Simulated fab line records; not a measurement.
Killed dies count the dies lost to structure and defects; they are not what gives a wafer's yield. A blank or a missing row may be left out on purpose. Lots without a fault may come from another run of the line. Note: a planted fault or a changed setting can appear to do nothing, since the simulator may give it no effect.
Problem report, 8D (eight disciplines) form, completed by code ; flow sky130 ; the parts of the form that need people (team, actions taken, sign-off) are left out

== 1. THE PROBLEM ==
SKY_SD_P_CD_MEAS_07, cd nm: mean 367.4 nm on 2 wafers (1 lot); fault-free wafers 379.8 nm, standard deviation 2.8. That puts it -4.4 standard deviations away from the usual mean.
The step: target cd 380 nm.
Seen first at day 26 13:37 on cd sem-01, wafer L455.3. The record has a number at this step for 32 wafers belonging to 11 lots. The rule behind "out" and "out of limits": a value lying over 4 standard deviations away from the usual mean. The other wafers with a number count as sound.

== 2. WHAT IT IS; WHAT IT IS NOT ==
question;is;is not
which readings at this step;cd nm;-
which lots;L455;L452, L464, L465, L466, L467, L469, L470, L473, L474, L475
which wafers of those lots;all that have a number;-
read on which gauges;cd sem-01;cd sem-02
when;from day 26 13:37;"up to then (3 sound wafers); but 27 sound wafers of L464, L465, L466, L467, L469, L470, L473, L474, L475 came after"

== 3. SUSPECTS, AND WHAT RULES EACH OUT ==
Counting: a tool stays on the suspect list if, at a process step up to the reading, it processed all lots that are out and no sound lot following the first of them.
- the gauge at SKY_SD_P_CD_MEAS_07: kept. All the wafers that are out were read on cd sem-01, and no step on other tools shows them out.
- rie diel-01 at SKY_POLY_GATE_ETCH_15 (etches BARC in N2/H2, stops on SiO2, time 118.5 s, target depth 110 nm): ruled out as a lasting fault. Following L455 (day 17 09:52), the first lot on it that is out, the sound lots L467, L474 were run on it.
- rie diel-01 at SKY_POLY_GATE_ETCH_16 (etches Si3N4 in CH3F/O2, stops on poly-Si, time 147.5 s, target depth 75 nm): ruled out as a lasting fault. Following L455 (day 17 09:57), the first lot on it that is out, the sound lots L467, L474 were run on it.
- plasma asher-04 at SKY_LDD_LDN_STRIP_12 (strips in O2/N2): ruled out as a lasting fault. Following L455 (day 24 00:40), the first lot on it that is out, the sound lots L466, L467 were run on it.
- iline stepper-02 at SKY_SD_P_EXPOSE_04 (exposes mask PSDM, target cd 380 nm): ruled out as a lasting fault. Following L455 (day 25 23:10), the first lot on it that is out, the sound lots L464, L465, L466, L469, L470, L473, L474 were run on it.
Left after counting: cd sem-01 at SKY_SD_P_CD_MEAS_07.

== 4. THE CAUSE (what the simulator had put in) ==
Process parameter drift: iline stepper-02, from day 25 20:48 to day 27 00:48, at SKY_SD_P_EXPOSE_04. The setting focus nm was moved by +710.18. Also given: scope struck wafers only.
Counting ruled it out, wrongly: the rule takes a fault to strike every lot that its tool runs from its start on, and this one did not.

== 5. THE CHAIN OF EFFECTS, in route order ==
Each row: a reading where the mean over the struck wafers with a number is more than 3 standard deviations away from the usual. Readings are gone through only where the record gives a usual standard deviation; hours: the median, over the lots, of the time from a lot's start at the first step in this table giving one to that lot's start at this step; sigmas: the change measured in usual standard deviations.
hours;step;reading;usual;on struck wafers;change;sigmas
0;SKY_SD_P_CD_MEAS_07;cd nm;379.8 nm;367.4;-12.4;-4.4

== 6. HOW IT WOULD HAVE BEEN CAUGHT EARLIER ==
In this record the first reading out of limits at a measuring or inspecting step was taken at day 26 13:37, 17 hours after the fault began at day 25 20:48.
